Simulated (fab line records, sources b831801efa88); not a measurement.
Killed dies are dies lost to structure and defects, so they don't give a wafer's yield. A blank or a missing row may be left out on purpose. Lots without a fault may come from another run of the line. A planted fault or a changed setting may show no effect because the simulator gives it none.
Which tool did it? | flow sky130 | 15 lots, 45 wafers sampled, at 4 steps of a route of 708

WHAT THE GAUGES READ, wafer by wafer
The record holds no reading of a measuring or inspecting step that can be judged against a usual standard deviation.

WHICH TOOL RAN EACH LOT (tool, then ch and the chambers of the sampled wafers, then the start)
lot  | SKY_VIA1_SPUTTER_20          | SKY_METAL2_SPUTTER_03        | SKY_VIA2_PEB_10                   | SKY_METAL3_SPUTTER_00
L610 | pvd_sputter-04, day 33 23:40 | pvd_sputter-02, day 34 00:22 | litho_track-01 ch 0, day 36 06:00 | pvd_sputter-01, day 36 07:54
L612 | pvd_sputter-01, day 34 18:48 | pvd_sputter-04, day 34 19:31 | litho_track-01 ch 0, day 37 00:00 | pvd_sputter-04, day 37 01:56
L614 | pvd_sputter-01, day 35 10:30 | pvd_sputter-04, day 35 11:13 | litho_track-04 ch 0, day 37 15:00 | pvd_sputter-04, day 37 17:37
L615 | pvd_sputter-01, day 35 19:15 | pvd_sputter-04, day 35 19:57 | litho_track-04 ch 0, day 38 00:00 | pvd_sputter-01, day 38 02:19
L616 | pvd_sputter-04, day 36 03:57 | pvd_sputter-03, day 36 04:40 | litho_track-01 ch 0, day 38 09:00 | pvd_sputter-03, day 38 11:35
L619 | pvd_sputter-02, day 36 22:11 | pvd_sputter-03, day 36 22:53 | litho_track-02 ch 0, day 39 02:00 | pvd_sputter-04, day 39 05:46
L620 | pvd_sputter-01, day 37 06:31 | pvd_sputter-02, day 37 07:13 | litho_track-02 ch 0, day 39 11:00 | pvd_sputter-01, day 39 13:03
L621 | pvd_sputter-01, day 37 18:58 | pvd_sputter-03, day 37 19:40 | litho_track-04 ch 0, day 39 22:00 | pvd_sputter-01, day 40 00:45
L623 | pvd_sputter-01, day 38 01:19 | pvd_sputter-02, day 38 02:01 | litho_track-02, day 40 05:00      | -
L624 | pvd_sputter-04, day 38 16:40 | pvd_sputter-02, day 38 17:22 | litho_track-01, day 40 18:00      | -
L625 | pvd_sputter-04, day 38 20:13 | pvd_sputter-02, day 38 20:55 | litho_track-04, day 40 23:00      | -
L628 | pvd_sputter-01, day 39 10:36 | pvd_sputter-02, day 39 11:38 | litho_track-04 ch 0, day 41 13:00 | pvd_sputter-03, day 41 15:53
L631 | pvd_sputter-02, day 40 16:49 | pvd_sputter-03, day 40 17:31 | litho_track-02 ch 0, day 42 17:00 | pvd_sputter-01, day 42 19:36
L632 | pvd_sputter-01, day 40 19:35 | pvd_sputter-03, day 40 20:17 | litho_track-04 ch 0, day 42 20:00 | pvd_sputter-04, day 42 22:05
L633 | pvd_sputter-01, day 41 10:56 | pvd_sputter-03, day 41 11:39 | litho_track-04 ch 0, day 43 10:00 | pvd_sputter-04, day 43 12:54
- SKY_VIA1_SPUTTER_20: material TiN, target thk 20 nm, time 80 s.
- SKY_METAL2_SPUTTER_03: material Ti, target thk 5 nm, time 3.3 s.
- SKY_VIA2_PEB_10
- SKY_METAL3_SPUTTER_00: material Ti, target thk 15 nm, time 10 s.

WHAT THE TOOLS THEMSELVES READ (means of the sampled wafers that have a number; where no wafer has one, the mark that the record gives instead)
SKY_VIA1_SPUTTER_20. Usual: throttle_valve_pct 29.0 %, standard deviation 1.
lot  | tool           | throttle_valve_pct (%) | flag
L610 | pvd_sputter-04 | 30.3                   |
L612 | pvd_sputter-01 | 28.7                   |
L614 | pvd_sputter-01 | 28.8                   |
L615 | pvd_sputter-01 | 28.7                   |
L616 | pvd_sputter-04 | 29.3                   |
L619 | pvd_sputter-02 | 29.3                   |
L620 | pvd_sputter-01 | 28.6                   |
L621 | pvd_sputter-01 | 29.0                   |
L623 | pvd_sputter-01 | 29.0                   |
L624 | pvd_sputter-04 | 29.6                   |
L625 | pvd_sputter-04 | 29.7                   |
L628 | pvd_sputter-01 | 29.5                   |
L631 | pvd_sputter-02 | 29.0                   |
L632 | pvd_sputter-01 | 29.1                   |
L633 | pvd_sputter-01 | 29.7                   |

SKY_METAL2_SPUTTER_03. Usual: throttle_valve_pct 29.8 %, standard deviation 1.3.
lot  | tool           | throttle_valve_pct (%) | flag
L610 | pvd_sputter-02 | 28.8                   |
L612 | pvd_sputter-04 | 29.6                   |
L614 | pvd_sputter-04 | 29.7                   |
L615 | pvd_sputter-04 | 28.2                   |
L616 | pvd_sputter-03 | 30.3                   |
L619 | pvd_sputter-03 | 31.0                   |
L620 | pvd_sputter-02 | 28.6                   |
L621 | pvd_sputter-03 | 31.1                   |
L623 | pvd_sputter-02 | 28.8                   |
L624 | pvd_sputter-02 | 28.9                   |
L625 | pvd_sputter-02 | 29.0                   |
L628 | pvd_sputter-02 | 28.7                   |
L631 | pvd_sputter-03 | 30.3                   |
L632 | pvd_sputter-03 | 30.2                   |
L633 | pvd_sputter-03 | 30.1                   |

SKY_VIA2_PEB_10. Usual: exhaust_pa 45.0 Pa, standard deviation 0.9.
lot  | tool           | exhaust_pa (Pa) | flag
L610 | litho_track-01 | 44.6            |
L612 | litho_track-01 | 45.2            |
L614 | litho_track-04 | 45.4            |
L615 | litho_track-04 | 44.8            |
L616 | litho_track-01 | 45.8            |
L619 | litho_track-02 | 44.1            |
L620 | litho_track-02 | 44.9            |
L621 | litho_track-04 | 44.0            |
L623 | litho_track-02 | -               | OFF
L624 | litho_track-01 | -               | OFF
L625 | litho_track-04 | -               | OFF
L628 | litho_track-04 | 43.6            |
L631 | litho_track-02 | 44.6            |
L632 | litho_track-04 | 45.8            |
L633 | litho_track-04 | 45.2            |

SKY_METAL3_SPUTTER_00. Usual: throttle_valve_pct 29.5 %, standard deviation 1.3.
lot  | tool           | throttle_valve_pct (%) | flag
L610 | pvd_sputter-01 | 28.7                   |
L612 | pvd_sputter-04 | 29.6                   |
L614 | pvd_sputter-04 | 28.3                   |
L615 | pvd_sputter-01 | 28.9                   |
L616 | pvd_sputter-03 | 31.3                   |
L619 | pvd_sputter-04 | 29.3                   |
L620 | pvd_sputter-01 | 28.1                   |
L621 | pvd_sputter-01 | 28.8                   |
L628 | pvd_sputter-03 | 30.1                   |
L631 | pvd_sputter-01 | 28.9                   |
L632 | pvd_sputter-04 | 30.7                   |
L633 | pvd_sputter-04 | 29.6                   |

THE ANSWER, worked out from the rows above alone
Rule: a lot is off if the mean of its wafers that have a number lies more than 3 standard deviations from the usual mean. A lot without any number at a reading at which 4 lots or more have one is off too. The other lots that the step has rows for count as sound. The gauges are gone through in route order, then the tools' own readings, and for those a lot's mean is taken as printed above. The first step at which some lot is off is used, and at that step the reading that is off furthest; a lot without a number counts as furthest.
Off: L623, L624, L625, at SKY_VIA2_PEB_10 (exhaust_pa). Without a number there: L623, L624, L625.
A tool fits if, at that step or a process step before it, it ran every lot that is off, and no sound lot after the first of them. None of those tried fits.

WHAT THE SIMULATOR HAD PUT IN
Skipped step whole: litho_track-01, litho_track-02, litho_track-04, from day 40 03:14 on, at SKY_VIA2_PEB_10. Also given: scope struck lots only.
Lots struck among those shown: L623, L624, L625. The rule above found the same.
